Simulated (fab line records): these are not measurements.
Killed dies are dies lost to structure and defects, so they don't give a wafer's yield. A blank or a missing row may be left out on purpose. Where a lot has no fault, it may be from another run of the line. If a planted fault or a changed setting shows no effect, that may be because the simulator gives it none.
Comparing a struck lot with a sound one / flow sky130 / 21 out of 708 route steps
Sound: wafers L760.1, L760.2, L760.5. The struck wafers were L774.1, L774.2, L774.5. At the end, the cause is stated.
Each step with rows lists, per side, the tool, then ch with its chambers, then its first start. Under that, the readings that differ: sound wafers / struck wafers / difference of the means / sigmas: that difference in standard deviations of wafers without a fault.
alike: words and numbers the same on both sides, and readings whose means are apart by under 2 such deviations; not compared: readings that were withheld, readings missing a value for some wafer, numbers with overlapping values and no deviation given by the record, and bounds like >300 which may hide the same value.
Wherever a step has rows on one side only, a row that says differs or no value, or a row with sigmas, the two part there. When numbers do not overlap yet have no deviation, they are printed without sigmas and do not part them. A reading missing from all wafers of one side parts the sides only when that side holds two or more wafers.

SKY_LI_CONTACT_CVD_21: deposits W, target thk 400 nm, time 120.56 s.
  sound on cvdW-02 ch 0,1, day 31 17:13; struck on cvdW-01 ch 0,1, day 35 23:41
  alike: heaterPowerOuterW, heaterPowerW
SKY_LI_CONTACT_RS_MEAS_22: uses a four-point probe to measure.
  sound on filmMetro-02, day 31 17:21; struck on filmMetro-03, day 35 23:48
  alike: LI_CONTACT_W_RS
SKY_LI_CONTACT_THK_MEAS_23: measures by xrf.
  sound on filmMetro-02, day 31 17:28; struck on filmMetro-03, day 35 23:55
  alike: LI_CONTACT_W_THK
SKY_LI_CONTACT_CMP_24: polishes, stops on PSG, t overpolish 20 s, target thk 0 nm.
  sound on cmp-02 ch 0,2,3, day 31 17:38; struck on cmp-01 ch 0,2, day 36 00:02
reading=timeToEndpointS (s); sound=101 106 101; struck=88 91 91; difference=-13; sigmas=-3
  alike: motorCurrentA, overpolishRunS
SKY_LOCAL_INTERCONNECT_SPUTTER_00: material TiN, target thk 100 nm, time 83.3 s.
  sound on pvdSputter-01, day 31 17:50; struck on pvdSputter-03, day 36 00:17
  alike: throttleValvePct
SKY_LOCAL_INTERCONNECT_RS_MEAS_01: uses a four-point probe to measure.
  sound on filmMetro-04, day 31 17:53; struck on filmMetro-01, day 36 00:21
  alike: LOCAL_INTERCONNECT_TIN_RS
SKY_LOCAL_INTERCONNECT_THK_MEAS_02: measures by xrf.
  sound on filmMetro-04, day 31 18:01; struck on filmMetro-01, day 36 00:28
  alike: LOCAL_INTERCONNECT_TIN_THK
then, 5 steps without rows for these wafers: SKY_LOCAL_INTERCONNECT_DEHYDRATE_03 (time 60 s); SKY_LOCAL_INTERCONNECT_HMDS_04 (prime time 60 s); SKY_LOCAL_INTERCONNECT_COAT_05 (resist thk 60 nm); SKY_LOCAL_INTERCONNECT_COAT_06 (resist thk 450 nm); SKY_LOCAL_INTERCONNECT_SOFTBAKE_07 (time 90 s).
SKY_LOCAL_INTERCONNECT_EXPOSE_08: exposes mask LI1M, target cd 170 nm.
  sound on krfScanner-01 ch 0, day 32 07:42; struck on krfScanner-01 ch 0, day 36 13:41
reading=exposureDoseMJCm2; sound=27.94 27.91 27.94; struck=30.05 30.02 30.00; difference=+2.09; sigmas=+57
  alike: mask
then, 2 steps without rows for these wafers: SKY_LOCAL_INTERCONNECT_PEB_09; SKY_LOCAL_INTERCONNECT_DEVELOP_10 (develop time 60 s).
SKY_LOCAL_INTERCONNECT_CD_MEAS_11 targets a cd of 170 nm.
  sound on cdSem-01, day 32 21:25; struck on cdSem-02, day 37 02:03
reading=cdNm (nm); sound=169.9 171.4 169.2; struck=156.4 156.7 157.0; difference=-13.5; sigmas=-11
SKY_LOCAL_INTERCONNECT_OVL_MEAS_12:
  sound on overlay-01, day 32 21:32; struck on overlay-01, day 37 02:10
  alike: LOCAL_INTERCONNECT_OVL
SKY_LOCAL_INTERCONNECT_ETCH_13: etches BARC in N2/H2, stops on SiO2, time 45.9 s, target depth 60 nm.
  sound on rieMetal-04 ch 0,1, day 32 21:34; struck on rieMetal-02 ch 0,1, day 37 02:12
reading=model.LOCAL_INTERCONNECT.cdNm (nm); sound=169.6 171.3 169.3; struck=156.5 156.7 156.8; difference=-13.4; sigmas=
  alike: biasW, drypumpMotorCurrentA, h2FlowSccm, oesProductAu, throttleValvePct
  not compared: rfHoursCounterH
SKY_LOCAL_INTERCONNECT_METAL_ETCH_14: etches TiN in Cl2/BCl3, stops on PSG, target depth 110 nm, time 31.4 s.
  sound on rieMetal-04 ch 0,1, day 32 21:38; struck on rieMetal-02 ch 0,1, day 37 02:16
reading=model.LOCAL_INTERCONNECT.cdNm (nm); sound=169.6 171.3 168.4; struck=156.6 155.6 155.9; difference=-13.7; sigmas=
  alike: biasW, drypumpMotorCurrentA, oesProductAu, throttleValvePct
  not compared: rfHoursCounterH
SKY_LOCAL_INTERCONNECT_STRIP_15: strips in O2/N2.
  sound on plasmaAsher-03 ch 0,1, day 32 21:41; struck on plasmaAsher-04 ch 0,1, day 37 02:19
  alike: drypumpMotorCurrentA, o2FlowSccm, oesProductAu, stripTimeToEndpointS
  not compared: rfHoursCounterH
-- a jump in the record: the struck wafers' starts before and after are 14 days apart (it breaks off in module LOCAL_INTERCONNECT and resumes in module PAD_OPEN, where the first step shown is number 708 of the route) --
SKY_PAD_OPEN_PROBE_99:
  sound on prober-01, day 47 16:12; struck on prober-01, day 50 15:02
reading=model.etest.resLi.lineOhmUm; sound=75.33 75.77 76.23; struck=81.87 82.22 82.09; difference=+6.28; sigmas=
  alike: killed_at_M0_to_M3, killed_at_M4_up, killedAtContacts, killedAtFrontEnd, killedAtOther, killedDies, killedOpen, killedShort
  not compared: model.etest.mconChain.rcOhm

== WHERE THEY PART ==
Earliest at SKY_LI_CONTACT_CMP_24; latest, in this record, at SKY_LOCAL_INTERCONNECT_CD_MEAS_11. Later steps at which nothing parts them and some readings are alike: SKY_LOCAL_INTERCONNECT_OVL_MEAS_12, SKY_LOCAL_INTERCONNECT_ETCH_13, SKY_LOCAL_INTERCONNECT_METAL_ETCH_14, SKY_LOCAL_INTERCONNECT_STRIP_15, SKY_PAD_OPEN_PROBE_99.

WHY: what the simulator had put in
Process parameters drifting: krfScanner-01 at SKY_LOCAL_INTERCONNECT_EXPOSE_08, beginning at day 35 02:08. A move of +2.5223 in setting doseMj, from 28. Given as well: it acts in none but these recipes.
